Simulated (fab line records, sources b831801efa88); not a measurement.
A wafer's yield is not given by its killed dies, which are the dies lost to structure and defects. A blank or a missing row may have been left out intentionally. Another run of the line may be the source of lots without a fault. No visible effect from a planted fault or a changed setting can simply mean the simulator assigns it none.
2 desks, one fault ; flow gf180mcu ; numbers are kept per desk, each desk with only its own; the story behind them comes last

== FROM THE METROLOGY DESK ==
Lot by lot, what the gauges showed, no matter which tool ran the lot: averages of those sampled wafers that carry a number. The brackets show how far a lot's mean lies from the usual mean; more than 4 standard deviations puts the lot out of limits, marked OUT.
Columns: A = M1_OVL at GF_M1_OVL_MEAS_15, usual 3 nm; B = V1_CVD_00_THK at GF_V1_THK_MEAS_01, usual 599 nm; C = V1_CVD_02_THK at GF_V1_THK_MEAS_03, usual 839 nm
lot;first seen here;A;B;C
L815;day 17 06:04;2;609;840
L816;day 17 18:10;2;599;840
L818;day 19 02:40;11;601;852
L821;day 20 01:49;3;488 (-14) OUT;832
L824;day 21 03:02;2;477 (-15) OUT;836
L825;day 21 10:18;11;600;827
L832;day 23 17:07;2;594;825
L833;day 24 02:04;-1;593;851
L834;day 24 05:13;-1;600;839
L835;day 24 17:45;-6;597;827
L836;day 25 00:49;-1;587;841
L837;day 25 11:51;11;596;828
L838;day 25 22:37;6;602;847
Per this desk, out of limits: L821, L824; the first was L821, day 20 02:35 (V1_CVD_00_THK at GF_V1_THK_MEAS_01). L815, L816, L818, L825, L832, L833, L834, L835, L836, L837, L838: within limits.

== FOR THE TOOL OWNER'S DESK: hdpcvd-02 ==
The tool's own readings at GF_V1_CVD_00 (deposits SiO2, target thk 600 nm, time 100 s): means of the sampled wafers that have a number, for each lot that ran on this tool. The brackets show how far a lot's mean lies from the usual mean; more than 4 standard deviations puts the lot out of limits, marked OUT.
Columns: A = sih4FlowSccm at GF_V1_CVD_00, usual 60.00 sccm
lot;first seen here;A
L815;day 17 06:47;59.71
L818;day 19 03:25;60.11
L821;day 20 02:30;47.97 (-67) OUT
L824;day 21 03:52;48.02 (-67) OUT
L833;day 24 02:46;59.92
L835;day 24 18:27;60.07
L836;day 25 01:31;59.86
Finding of this desk: L821, L824 out of limits; the first was L821 at day 20 02:30, on sih4FlowSccm at GF_V1_CVD_00. L815, L818, L833, L835, L836: within limits.

== TAKEN TOGETHER ==
An alarm could have come from the tool owner's desk at day 20 02:30, on L821, L824.
An alarm was possible from the metrology desk at day 20 02:35, on L821, L824.
GF_V1_CVD_00 was run on hdpcvd-02 by each of the lots named.

== WHAT THE SIMULATOR PUT IN ==
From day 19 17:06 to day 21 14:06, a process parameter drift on hdpcvd-02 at GF_V1_CVD_00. The setting sih4FlowSccm was moved by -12, starting from 60. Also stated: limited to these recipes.
Shown lots that were struck: L821, L824.
Fault start to first reading out of limits, in hours, per desk: tool owner, 9; metrology, 9.
